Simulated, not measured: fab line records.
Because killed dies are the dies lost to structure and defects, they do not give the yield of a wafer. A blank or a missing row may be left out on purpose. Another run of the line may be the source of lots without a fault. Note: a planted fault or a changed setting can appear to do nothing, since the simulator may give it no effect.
fab line records / flow sky130 / part 2 of 2: steps 44 to 45 of 45
record lots=6 wafers=18 last-day=50
route steps=708 shown POLY_GATE@205 RES_PROTECT@206 LDD_N@237 LDD_LDN@303 POLY_CUT@318 PAD_OPEN@708
lots with no fault: from the same line, run without faults
start-h: start of the lot's first displayed wafer, in hours after the record's first day / wait-h: how many hours have passed since the lot's step before this one / " as in the row above / L1.1+2: a single row standing in for several wafers / - value missing, or start not given / * or withheld: withheld / < > ~ a bound
route shown NAME@n: a module of which the file shows steps, and the number in the route of the first / usual: mean/standard deviation of fault-free wafers / same: alike in all rows / chamber/n: place in a boat / sites: readings site by site / _std_site: standard deviation of those values / _edge_site: inner sites' mean taken away from outer sites' mean / radius-mm: how far each site lies from the wafer's centre / mask NAME#n: copy n / behind: tool/chamber where the wafer was last shaped / hold: why the lot went on hold/how many hours it stayed there/how the hold came to an end / device: the n, p or np transistor that did not switch / end of line: at the end of the route, the tests of the same wafers / a step with no rows: only its recipe / killed: dies that structure and defects cost at the first sort, which is not the same as the wafer's yield / map: a wafer's dies, marking killed ones x, the rest . and places with no die _
set.NAME: setting as actually run; set.NAME@STEP: the setting as run at that earlier step / model.NAME: the simulator's own value behind a step, which no gauge read
a table for each step, a row for each wafer; lots at some steps of the route
services: the hour from which a tool's chamber was out of use, counted from the record's first day as start-h (under 0 if before that day), plus the number of hours and why
## steps
# step SKY_POLY_CUT_ETCH_11
# recipe target=Si3N4 chemistry=CF4/CH2F2/Ar stop-on=poly-Si source-w=600 bias-w=150 pressure-mtorr=40 cf4-flow-sccm=40 ch2f2-flow-sccm=20 Ar_flow_sccm=150 time-s=42.5 target-depth-a=600
# usual bias-w=149.9/0.43 drypump-motor-current-A=5.8/0.42 oes-product-au=0.830/0.0065 throttle-valve-pct=14.994/0.0091
lot.wafer=L407.3 tool=rie-diel-02 chamber=1 start-h=556.35 wait-h=0.0 bias-w=150.3 drypump-motor-current-A=5.7 oes-product-au=0.831 rf-hours-counter-h=1 throttle-valve-pct=15.002 model.POLY_CUT.feature-depth-nm=61.8 model.etch.depth-nm=61.8
lot.wafer=L407.4 tool=rie-diel-02 chamber=3 start-h=556.35 wait-h=0.0 bias-w=149.9 drypump-motor-current-A=5.9 oes-product-au=0.824 rf-hours-counter-h=- throttle-valve-pct=15.000 model.POLY_CUT.feature-depth-nm=61.57 model.etch.depth-nm=61.57
lot.wafer=L407.6 tool=rie-diel-02 chamber=1 start-h=556.35 wait-h=0.0 bias-w=150.1 drypump-motor-current-A=5.7 oes-product-au=0.833 rf-hours-counter-h=- throttle-valve-pct=14.998 model.POLY_CUT.feature-depth-nm=61.26 model.etch.depth-nm=61.26
lot.wafer=L413.4 tool=rie-diel-01 chamber=3 start-h=607.77 wait-h=0.0 bias-w=150.4 drypump-motor-current-A=6.6 oes-product-au=0.609 rf-hours-counter-h=- throttle-valve-pct=14.975 model.POLY_CUT.feature-depth-nm=32 model.etch.depth-nm=32
lot.wafer=L413.5 tool=rie-diel-01 chamber=0 start-h=607.77 wait-h=0.0 bias-w=149.5 drypump-motor-current-A=5.0 oes-product-au=0.609 rf-hours-counter-h=- throttle-valve-pct=14.981 model.POLY_CUT.feature-depth-nm=32.12 model.etch.depth-nm=32.12
lot.wafer=L413.6 tool=rie-diel-01 chamber=2 start-h=607.77 wait-h=0.0 bias-w=149.5 drypump-motor-current-A=5.5 oes-product-au=0.610 rf-hours-counter-h=- throttle-valve-pct=14.989 model.POLY_CUT.feature-depth-nm=31.88 model.etch.depth-nm=31.88
lot.wafer=L414.2 tool=rie-diel-02 chamber=0 start-h=619.05 wait-h=0.0 bias-w=150.3 drypump-motor-current-A=6.0 oes-product-au=0.619 rf-hours-counter-h=7 throttle-valve-pct=14.973 model.POLY_CUT.feature-depth-nm=33.11 model.etch.depth-nm=33.11
lot.wafer=L414.3 tool=rie-diel-02 chamber=1 start-h=619.05 wait-h=0.0 bias-w=149.0 drypump-motor-current-A=5.7 oes-product-au=0.614 rf-hours-counter-h=2 throttle-valve-pct=14.980 model.POLY_CUT.feature-depth-nm=32.82 model.etch.depth-nm=32.82
lot.wafer=L414.4 tool=rie-diel-02 chamber=3 start-h=619.05 wait-h=0.0 bias-w=150.3 drypump-motor-current-A=5.9 oes-product-au=0.610 rf-hours-counter-h=2 throttle-valve-pct=14.965 model.POLY_CUT.feature-depth-nm=33.14 model.etch.depth-nm=33.14
lot.wafer=L423.2 tool=rie-diel-01 chamber=0 start-h=705.86 wait-h=0.0 bias-w=149.9 drypump-motor-current-A=4.9 oes-product-au=0.830 rf-hours-counter-h=53 throttle-valve-pct=14.986 model.POLY_CUT.feature-depth-nm=61.64 model.etch.depth-nm=61.64
lot.wafer=L423.5 tool=rie-diel-01 chamber=0 start-h=705.86 wait-h=0.0 bias-w=150.4 drypump-motor-current-A=4.9 oes-product-au=0.818 rf-hours-counter-h=- throttle-valve-pct=14.997 model.POLY_CUT.feature-depth-nm=61.59 model.etch.depth-nm=61.59
lot.wafer=L423.6 tool=rie-diel-01 chamber=1 start-h=705.86 wait-h=0.0 bias-w=150.1 drypump-motor-current-A=5.9 oes-product-au=0.837 rf-hours-counter-h=- throttle-valve-pct=14.974 model.POLY_CUT.feature-depth-nm=62.33 model.etch.depth-nm=62.33
lot.wafer=L430.2 tool=rie-diel-02 chamber=0 start-h=748.73 wait-h=0.0 bias-w=150.1 drypump-motor-current-A=6.0 oes-product-au=0.829 rf-hours-counter-h=10 throttle-valve-pct=14.988 model.POLY_CUT.feature-depth-nm=62.61 model.etch.depth-nm=62.61
lot.wafer=L430.3 tool=rie-diel-02 chamber=1 start-h=748.73 wait-h=0.0 bias-w=149.9 drypump-motor-current-A=5.7 oes-product-au=0.839 rf-hours-counter-h=5 throttle-valve-pct=14.997 model.POLY_CUT.feature-depth-nm=62.45 model.etch.depth-nm=62.45
lot.wafer=L430.6 tool=rie-diel-02 chamber=3 start-h=748.73 wait-h=0.0 bias-w=149.4 drypump-motor-current-A=5.9 oes-product-au=0.839 rf-hours-counter-h=- throttle-valve-pct=14.995 model.POLY_CUT.feature-depth-nm=62.13 model.etch.depth-nm=62.13
lot.wafer=L428.2 tool=rie-diel-02 chamber=3 start-h=750.31 wait-h=0.0 bias-w=149.7 drypump-motor-current-A=5.9 oes-product-au=0.824 rf-hours-counter-h=6 throttle-valve-pct=14.990 model.POLY_CUT.feature-depth-nm=61.3 model.etch.depth-nm=61.3
lot.wafer=L428.4 tool=rie-diel-02 chamber=1 start-h=750.31 wait-h=0.0 bias-w=150.7 drypump-motor-current-A=5.7 oes-product-au=0.817 rf-hours-counter-h=5 throttle-valve-pct=14.970 model.POLY_CUT.feature-depth-nm=60.84 model.etch.depth-nm=60.84
lot.wafer=L428.5 tool=rie-diel-02 chamber=0 start-h=750.31 wait-h=0.0 bias-w=149.6 drypump-motor-current-A=6.0 oes-product-au=0.820 rf-hours-counter-h=- throttle-valve-pct=15.015 model.POLY_CUT.feature-depth-nm=61.12 model.etch.depth-nm=61.12
# step SKY_PAD_OPEN_PROBE_99
lot.wafer=L407.3 tool=prober-01 chamber=- start-h=1075.49 wait-h=0.2 model.etest.cap-li-to-poly.c-af-um2=101.2
lot.wafer=L407.4 tool=prober-01 chamber=- start-h=1075.54 wait-h=0.2 model.etest.cap-li-to-poly.c-af-um2=99.26
lot.wafer=L407.6 tool=prober-01 chamber=- start-h=1075.64 wait-h=0.2 model.etest.cap-li-to-poly.c-af-um2=99.27
lot.wafer=L413.4 tool=prober-01 chamber=- start-h=1113.63 wait-h=0.2 model.etest.cap-li-to-poly.c-af-um2=95.89
lot.wafer=L413.5 tool=prober-01 chamber=- start-h=1113.68 wait-h=0.2 model.etest.cap-li-to-poly.c-af-um2=94.05
lot.wafer=L413.6 tool=prober-01 chamber=- start-h=1113.73 wait-h=0.2 model.etest.cap-li-to-poly.c-af-um2=93.07
lot.wafer=L414.3 tool=prober-02 chamber=- start-h=1116.51 wait-h=0.2 model.etest.cap-li-to-poly.c-af-um2=94.19
lot.wafer=L414.4 tool=prober-02 chamber=- start-h=1116.56 wait-h=0.2 model.etest.cap-li-to-poly.c-af-um2=95.56
lot.wafer=L423.2 tool=prober-02 chamber=- start-h=1173.70 wait-h=0.1 model.etest.cap-li-to-poly.c-af-um2=99.2
lot.wafer=L423.5 tool=prober-02 chamber=- start-h=1173.85 wait-h=0.2 model.etest.cap-li-to-poly.c-af-um2=102.3
lot.wafer=L423.6 tool=prober-02 chamber=- start-h=1173.90 wait-h=0.2 model.etest.cap-li-to-poly.c-af-um2=99.94
lot.wafer=L430.2 tool=prober-02 chamber=- start-h=1200.44 wait-h=0.1 model.etest.cap-li-to-poly.c-af-um2=96.94
lot.wafer=L430.3 tool=prober-02 chamber=- start-h=1200.49 wait-h=0.2 model.etest.cap-li-to-poly.c-af-um2=98.7
lot.wafer=L430.6 tool=prober-02 chamber=- start-h=1200.64 wait-h=0.2 model.etest.cap-li-to-poly.c-af-um2=98.04
lot.wafer=L428.2 tool=prober-01 chamber=- start-h=1202.18 wait-h=0.1 model.etest.cap-li-to-poly.c-af-um2=98.51
lot.wafer=L428.4 tool=prober-01 chamber=- start-h=1202.28 wait-h=0.2 model.etest.cap-li-to-poly.c-af-um2=97.7
lot.wafer=L428.5 tool=prober-01 chamber=- start-h=1202.33 wait-h=0.2 model.etest.cap-li-to-poly.c-af-um2=94.92
# killed by level:class
L407.3 VIA1:geometric-particle:open=12 LI_CONTACT:geometric-particle:open=10 CONTACT:geometric-particle:open=10 VIA1:geometric-particle:short=8 VIA3:geometric-particle:open=6 VIA2:geometric-particle:open=5 METAL3:geometric-particle:short=5 FIELD_ISO:geometric-particle:open=3
L407.4 VIA1:geometric-particle:open=11 CONTACT:geometric-particle:open=9 METAL2:geometric-particle:short=8 VIA1:geometric-particle:short=7 LOCAL_INTERCONNECT:geometric-particle:short=6 VIA3:geometric-particle:open=5 FIELD_ISO:geometric-particle:open=4 LI_CONTACT:geometric-particle:short=4
L407.6 VIA2:geometric-particle:open=12 FIELD_ISO:geometric-particle:short=9 METAL2:geometric-particle:short=9 CONTACT:geometric-particle:open=8 VIA3:geometric-particle:open=7 POLY_GATE:geometric-particle:short=6 VIA1:geometric-particle:open=6 FIELD_ISO:geometric-particle:open=5
L413.4 CONTACT:geometric-particle:open=12 VIA1:geometric-particle:open=6 METAL2:geometric-particle:short=6 VIA3:geometric-particle:open=6 FIELD_ISO:geometric-particle:open=5 LI_CONTACT:geometric-particle:open=5 METAL1:geometric-particle:short=5 METAL4:geometric-particle:short=5
L413.5 VIA1:geometric-particle:open=10 VIA3:geometric-particle:open=8 LI_CONTACT:geometric-particle:open=6 FIELD_ISO:geometric-particle:open=5 POLY_GATE:geometric-particle:short=5 METAL1:geometric-particle:short=5 CONTACT:geometric-particle:open=5 LI_CONTACT:geometric-particle:short=4
L413.6 CONTACT:geometric-particle:open=11 VIA1:geometric-particle:open=9 METAL1:geometric-particle:short=8 FIELD_ISO:geometric-particle:open=7 FIELD_ISO:geometric-particle:short=5 LI_CONTACT:geometric-particle:open=5 METAL2:geometric-particle:short=5 VIA3:geometric-particle:open=5
L423.2 VIA1:geometric-particle:open=12 METAL1:geometric-particle:short=9 FIELD_ISO:geometric-particle:open=7 VIA2:geometric-particle:open=7 CONTACT:geometric-particle:open=5 FIELD_ISO:geometric-particle:short=3 LI_CONTACT:geometric-particle:open=3 LOCAL_INTERCONNECT:geometric-particle:short=3
L423.5 CONTACT:geometric-particle:open=11 VIA1:geometric-particle:open=9 VIA3:geometric-particle:open=7 FIELD_ISO:geometric-particle:open=6 POLY_GATE:geometric-particle:short=6 METAL2:geometric-particle:short=6 FIELD_ISO:geometric-particle:short=5 POLY_GATE:geometric-particle:open=4
L423.6 VIA1:geometric-particle:open=10 VIA2:geometric-particle:open=8 CONTACT:geometric-particle:open=7 VIA3:geometric-particle:open=5 LI_CONTACT:geometric-particle:open=5 LOCAL_INTERCONNECT:geometric-particle:short=5 METAL1:geometric-particle:open=4 METAL1:geometric-particle:short=4
L430.2 VIA1:geometric-particle:open=10 CONTACT:geometric-particle:open=8 LI_CONTACT:geometric-particle:open=6 LOCAL_INTERCONNECT:geometric-particle:short=5 METAL1:geometric-particle:short=4 VIA1:geometric-particle:short=4 VIA2:geometric-particle:open=4 VIA3:geometric-particle:open=4
L430.3 CONTACT:geometric-particle:open=12 VIA1:geometric-particle:open=11 FIELD_ISO:geometric-particle:open=7 POLY_GATE:geometric-particle:short=7 VIA2:geometric-particle:short=6 FIELD_ISO:geometric-particle:short=5 POLY_GATE:geometric-particle:open=5 LOCAL_INTERCONNECT:geometric-particle:short=5
L430.6 VIA1:geometric-particle:open=14 CONTACT:geometric-particle:open=8 CONTACT:geometric-particle:short=5 VIA2:geometric-particle:open=5 VIA1:geometric-particle:short=4 METAL2:geometric-particle:short=4 FIELD_ISO:geometric-particle:open=3 METAL1:geometric-particle:short=3
L428.2 LI_CONTACT:geometric-particle:open=9 VIA2:geometric-particle:open=8 FIELD_ISO:geometric-particle:open=5 VIA3:geometric-particle:open=5 METAL2:geometric-particle:short=5 CONTACT:geometric-particle:open=5 VIA1:geometric-particle:short=5 METAL4:geometric-particle:short=5
L428.4 CONTACT:geometric-particle:open=11 VIA1:geometric-particle:open=7 VIA2:geometric-particle:open=5 METAL3:geometric-particle:short=5 CONTACT:geometric-particle:short=5 VIA1:geometric-particle:short=5 METAL2:geometric-particle:short=5 FIELD_ISO:geometric-particle:short=4
L428.5 VIA1:geometric-particle:open=12 FIELD_ISO:geometric-particle:open=9 VIA2:geometric-particle:short=9 LI_CONTACT:geometric-particle:open=7 VIA2:geometric-particle:open=7 CONTACT:geometric-particle:open=6 VIA3:geometric-particle:open=6 CONTACT:geometric-particle:short=5
## services
tool=rie-diel-03 chamber=3 start-h=332.53 hours=6.3 kind=repair
tool=rie-diel-01 chamber=- start-h=342.17 hours=2.8 kind=pm
tool=rie-diel-03 chamber=1 start-h=348.52 hours=2.5 kind=repair
tool=lpcvd-02 chamber=- start-h=357.80 hours=4.3 kind=pm
tool=rie-diel-03 chamber=2 start-h=381.55 hours=5.0 kind=repair
tool=rie-diel-03 chamber=0 start-h=427.71 hours=3.1 kind=repair
tool=lpcvd-02 chamber=- start-h=432.98 hours=6.0 kind=pm
tool=lpcvd-02 chamber=- start-h=439.03 hours=1.8 kind=repair
tool=lpcvd-02 chamber=- start-h=441.28 hours=1.0 kind=repair
tool=rie-diel-01 chamber=2 start-h=482.58 hours=5.2 kind=repair
tool=rie-diel-03 chamber=- start-h=483.74 hours=14.6 kind=pm
tool=rie-diel-01 chamber=3 start-h=528.62 hours=2.4 kind=repair
tool=lpcvd-02 chamber=- start-h=539.76 hours=1.8 kind=repair
tool=rie-diel-01 chamber=- start-h=571.97 hours=0.3 kind=repair
tool=rie-diel-01 chamber=- start-h=574.66 hours=4.3 kind=pm
tool=rie-diel-01 chamber=0 start-h=581.80 hours=20.7 kind=repair
tool=rie-diel-03 chamber=0 start-h=585.82 hours=9.6 kind=repair
tool=lpcvd-02 chamber=- start-h=622.19 hours=0.8 kind=repair
tool=rie-diel-03 chamber=2 start-h=627.56 hours=10.5 kind=repair
tool=rie-diel-01 chamber=- start-h=641.12 hours=1.2 kind=repair
tool=rie-diel-03 chamber=1 start-h=657.21 hours=12.5 kind=repair
tool=rie-diel-03 chamber=- start-h=682.11 hours=2.4 kind=repair
tool=rie-diel-01 chamber=0 start-h=686.85 hours=5.6 kind=repair
tool=rie-diel-01 chamber=3 start-h=701.45 hours=48.5 kind=repair
## key
first-sign step=SKY_POLY_GATE_THK_MEAS_04 reading=POLY_GATE_CVD_03_THK direction=down sigmas=50 usual=75.2 struck=39.6
effect step=SKY_POLY_GATE_ETCH_16 reading=oes-product-au direction=down sigmas=24 usual=0.641 struck=0.516
effect step=SKY_POLY_CUT_ETCH_11 reading=oes-product-au direction=down sigmas=34 usual=0.830 struck=0.612
model-effect step=SKY_POLY_GATE_CVD_03 value=Si3N4_of_POLY_GATE_CVD_03.thk-nm without=74.97 struck=39.56
model-effect step=SKY_POLY_GATE_ETCH_16 value=etch.depth-nm without=74.97 struck=39.56
model-effect step=SKY_LDD_LDN_CLEAN_14 value=Si3N4_of_POLY_GATE_CVD_03.thk-nm without=74.83 struck=39.42
model-effect step=SKY_POLY_CUT_ETCH_11 value=POLY_CUT.feature-depth-nm without=61.71 struck=32.51
model-effect step=SKY_PAD_OPEN_PROBE_99 value=etest.cap-li-to-poly.c-af-um2 without=99.16 struck=94.55
met-at SKY_POLY_GATE_CVD_03
struck-wafers L413.4,L413.5,L413.6,L414.2,L414.3,L414.4
sort-left-out L414.2,L414.3,L414.4
tester-left-out L413,L414
fault kind=process-parameter-drift tool=lpcvd-02 chamber=0 onset-h=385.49 steps=SKY_POLY_GATE_CVD_03 channel=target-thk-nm offset=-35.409 shape=step end-h=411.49 acts-in=these-recipes-only stated=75
# tester-left-out: of these lots the tester's yield and bins aren't shown, on N5 and GAA mostly nor the transistor test; their killed dies are dies lost to structure and defects alone, not to doping, threshold or leakage, so they don't give the yield
# sort-left-out: the simulated sort isn't trusted on such a fault, so these wafers' sort isn't shown, and their yield isn't known
